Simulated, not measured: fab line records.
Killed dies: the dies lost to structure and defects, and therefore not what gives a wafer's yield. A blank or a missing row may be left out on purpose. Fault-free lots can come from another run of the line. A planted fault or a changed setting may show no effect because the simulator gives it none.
Which tool was responsible? | flow gf180mcu | 13 lots with 39 wafers sampled at 4 steps, on a route of 602 steps

WHAT THE GAUGES READ, wafer by wafer
GF_V1_CD_MEAS_14: target cd 260 nm. Usual: cdNm reads 260.0 nm (standard deviation 1.2).
lot  | measured     | on       | cdNm (nm)         | flag
L775 | day 18 04:52 | cdSem-02 | 260.6 261.4 261.3 | 
L776 | day 18 06:37 | cdSem-02 | 261.7 261.0 260.0 | 
L777 | day 18 22:21 | cdSem-02 | 261.5 260.5 261.0 | 
L786 | day 22 15:40 | cdSem-02 | 260.2 261.5 260.4 | 
L787 | day 22 19:06 | cdSem-01 | 258.9 259.0 258.5 | 
L788 | day 23 01:23 | cdSem-02 | 258.9 258.9 258.5 | 
L789 | day 23 05:43 | cdSem-02 | 260.1 260.2 260.2 | 
L790 | day 23 17:12 | cdSem-01 | 259.8 259.6 258.5 | 
L791 | day 23 22:52 | cdSem-02 | 260.1 260.7 261.0 | 
L793 | day 24 18:52 | cdSem-01 | 258.6 258.1 258.5 | 
L795 | day 25 02:42 | cdSem-02 | 261.0 260.2 261.2 | 
L797 | day 25 16:13 | cdSem-02 | 259.6 258.9 259.6 | 
L798 | day 26 00:09 | cdSem-01 | 264.0 261.2 263.1 | 

WHICH TOOL RAN EACH LOT (tool, then ch and the chambers of the sampled wafers, then the start)
lot  | GF_STI_CMP_25                | GF_DNWELL_COAT_02               | GF_DNWELL_STRIP_08
L775 | cmp-02 ch 0,1,3, day 2 03:56 | lithoTrack-03 ch 0, day 2 13:41 | plasmaAsher-01 ch 0,1, day 2 20:24
L776 | cmp-01 ch 0,1,2, day 2 09:37 | lithoTrack-01 ch 0, day 2 17:41 | plasmaAsher-01 ch 0,1, day 3 00:02
L777 | cmp-02 ch 1,2,3, day 2 14:51 | lithoTrack-03 ch 0, day 2 23:10 | plasmaAsher-04 ch 0,1, day 3 05:09
L786 | cmp-02 ch 0,1,2, day 4 13:28 | lithoTrack-02 ch 0, day 4 22:20 | plasmaAsher-01 ch 0,1, day 5 05:35
L787 | cmp-02 ch 1,3, day 4 16:22   | lithoTrack-02 ch 0, day 5 01:21 | plasmaAsher-01 ch 0,1, day 5 08:27
L788 | cmp-01 ch 0,1, day 4 22:25   | lithoTrack-03 ch 0, day 5 08:58 | plasmaAsher-04 ch 0,1, day 5 17:02
L789 | cmp-02 ch 1,3, day 5 05:06   | lithoTrack-01 ch 0, day 5 13:59 | plasmaAsher-02 ch 1, day 5 21:40
L790 | cmp-01 ch 0,2,3, day 5 08:52 | lithoTrack-01 ch 0, day 5 18:31 | plasmaAsher-04 ch 0,1, day 6 02:10
L791 | cmp-02 ch 0,1, day 5 14:30   | lithoTrack-01 ch 0, day 5 23:47 | plasmaAsher-04 ch 0,1, day 6 07:19
L793 | cmp-01 ch 0,2,3, day 6 01:29 | lithoTrack-03 ch 0, day 6 10:53 | plasmaAsher-04 ch 0,1, day 6 18:33
L795 | cmp-01 ch 0,1,3, day 6 09:58 | lithoTrack-03 ch 0, day 6 19:52 | plasmaAsher-01 ch 0,1, day 7 03:40
L797 | cmp-02 ch 2,3, day 6 21:03   | lithoTrack-01 ch 0, day 7 06:44 | plasmaAsher-04 ch 0,1, day 7 14:46
L798 | cmp-01 ch 1,3, day 7 01:44   | lithoTrack-03 ch 0, day 7 11:43 | plasmaAsher-04 ch 0, day 7 20:13
- GF_STI_CMP_25: polishes, stops on Si3N4, t overpolish 33 s, target thk 524.6 nm.
- GF_DNWELL_COAT_02: resist thk 3000 nm.
- GF_DNWELL_STRIP_08: strips in O2/N2.

WHAT THE TOOLS THEMSELVES READ (means of the sampled wafers that have a number; where no wafer has one, the mark that the record gives instead)
GF_STI_CMP_25. Usual: headPressurePsi 4.000 psi, standard deviation 0.0084; motorCurrentA 12.6 A, standard deviation 0.76; overpolishRunS 33.000 s, standard deviation 0.0085; timeToEndpointS 121 s, standard deviation 6.6.
lot  | tool   | headPressurePsi (psi) | motorCurrentA (A) | overpolishRunS (s) | timeToEndpointS (s) | flag
L775 | cmp-02 | 3.994                 | 12.3              | 33.006             | 127                 | 
L776 | cmp-01 | 4.005                 | 13.4              | 33.009             | 121                 | 
L777 | cmp-02 | 3.999                 | 12.7              | 32.996             | 129                 | 
L786 | cmp-02 | 3.999                 | 12.1              | 33.006             | 117                 | 
L787 | cmp-02 | 3.987                 | 13.0              | 32.994             | 112                 | 
L788 | cmp-01 | 4.000                 | 13.0              | 32.997             | 126                 | 
L789 | cmp-02 | 4.002                 | 12.4              | 33.006             | 112                 | 
L790 | cmp-01 | 4.005                 | 12.9              | 33.002             | 123                 | 
L791 | cmp-02 | 3.990                 | 11.8              | 32.989             | 111                 | 
L793 | cmp-01 | 3.995                 | 13.0              | 33.006             | 122                 | 
L795 | cmp-01 | 4.004                 | 12.9              | 33.007             | 119                 | 
L797 | cmp-02 | 4.000                 | 12.7              | 32.998             | 116                 | 
L798 | cmp-01 | 4.006                 | 13.0              | 33.002             | 122                 | 

GF_DNWELL_COAT_02. Usual: exhaustPa 45.0 Pa, standard deviation 0.88; spinSpeedRpm 2000.1 rpm, standard deviation 1.3.
lot  | tool          | exhaustPa (Pa) | spinSpeedRpm (rpm) | flag
L775 | lithoTrack-03 | 45.7           | 1999.4             | 
L776 | lithoTrack-01 | 45.3           | 2000.9             | 
L777 | lithoTrack-03 | 44.5           | 2000.4             | 
L786 | lithoTrack-02 | 45.9           | 1843.2             | OFF
L787 | lithoTrack-02 | 44.9           | 1843.3             | OFF
L788 | lithoTrack-03 | 45.1           | 1998.5             | 
L789 | lithoTrack-01 | 44.9           | 2000.4             | 
L790 | lithoTrack-01 | 44.2           | 2000.9             | 
L791 | lithoTrack-01 | 45.3           | 1999.0             | 
L793 | lithoTrack-03 | 45.2           | 2002.4             | 
L795 | lithoTrack-03 | 44.6           | 1999.6             | 
L797 | lithoTrack-01 | 44.7           | 2001.5             | 
L798 | lithoTrack-03 | 44.5           | 2001.2             | 

GF_DNWELL_STRIP_08. Usual: drypumpMotorCurrentA 5.8 A, standard deviation 0.59; heaterPowerW 322 W, standard deviation 52; oesProductAu 0.723 a.u., standard deviation 0.0049; stripTimeToEndpointS 36.91 s, standard deviation 0.082.
lot  | tool           | drypumpMotorCurrentA (A) | heaterPowerW (W) | oesProductAu (a.u.) | stripTimeToEndpointS (s) | flag
L775 | plasmaAsher-01 | 5.4                      | 367              | 0.725               | 36.93                    | 
L776 | plasmaAsher-01 | 5.0                      | 323              | 0.717               | 36.84                    | 
L777 | plasmaAsher-04 | 6.1                      | 300              | 0.725               | 36.82                    | 
L786 | plasmaAsher-01 | 5.3                      | 371              | 0.720               | 38.46                    | OFF
L787 | plasmaAsher-01 | 5.1                      | 325              | 0.721               | 38.24                    | OFF
L788 | plasmaAsher-04 | 6.3                      | 322              | 0.721               | 36.97                    | 
L789 | plasmaAsher-02 | 5.6                      | 306              | 0.724               | 36.95                    | 
L790 | plasmaAsher-04 | 6.1                      | 300              | 0.725               | 36.92                    | 
L791 | plasmaAsher-04 | 6.2                      | 320              | 0.718               | 36.81                    | 
L793 | plasmaAsher-04 | 6.1                      | 299              | 0.724               | 36.92                    | 
L795 | plasmaAsher-01 | 5.3                      | 368              | 0.726               | 36.77                    | 
L797 | plasmaAsher-04 | 6.1                      | 300              | 0.716               | 36.99                    | 
L798 | plasmaAsher-04 | 5.9                      | 275              | 0.724               | 36.87                    | 

THE ANSWER, worked out from the rows above alone
Rule: lot off if the mean of its wafers having a number is beyond 3 standard deviations from the usual mean. A lot without any number at a reading at which 4 lots or more have one is off too. The other lots that the step has rows for count as sound. Order of review: gauges by route order, followed by the tools' own readings, for which a lot's mean as printed above is used. The first step at which some lot is off is used, and at that step the reading that is off furthest; a lot without a number counts as furthest.
Off: L786, L787, at GF_DNWELL_COAT_02 (spinSpeedRpm).
A tool fits if, at that step or a process step before it, it ran every lot that is off, and no sound lot after the first of them. One candidate fits, namely lithoTrack-02 at GF_DNWELL_COAT_02. It ran no sound lot before its first lot that is off in this sample, so the start can't be narrowed down.
The tool's own readings at GF_DNWELL_COAT_02 bear it out: on the lots that are off they differ by more than 5 times the standard deviation of the sound lots' means. spinSpeedRpm reads 1843.2 rpm there against 2000.4 rpm on the sound lots.

WHAT THE SIMULATOR HAD INSERTED
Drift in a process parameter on lithoTrack-02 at GF_DNWELL_COAT_02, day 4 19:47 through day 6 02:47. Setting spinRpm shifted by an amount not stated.
Shown lots that were struck: L786, L787. The same result came from the rule above.
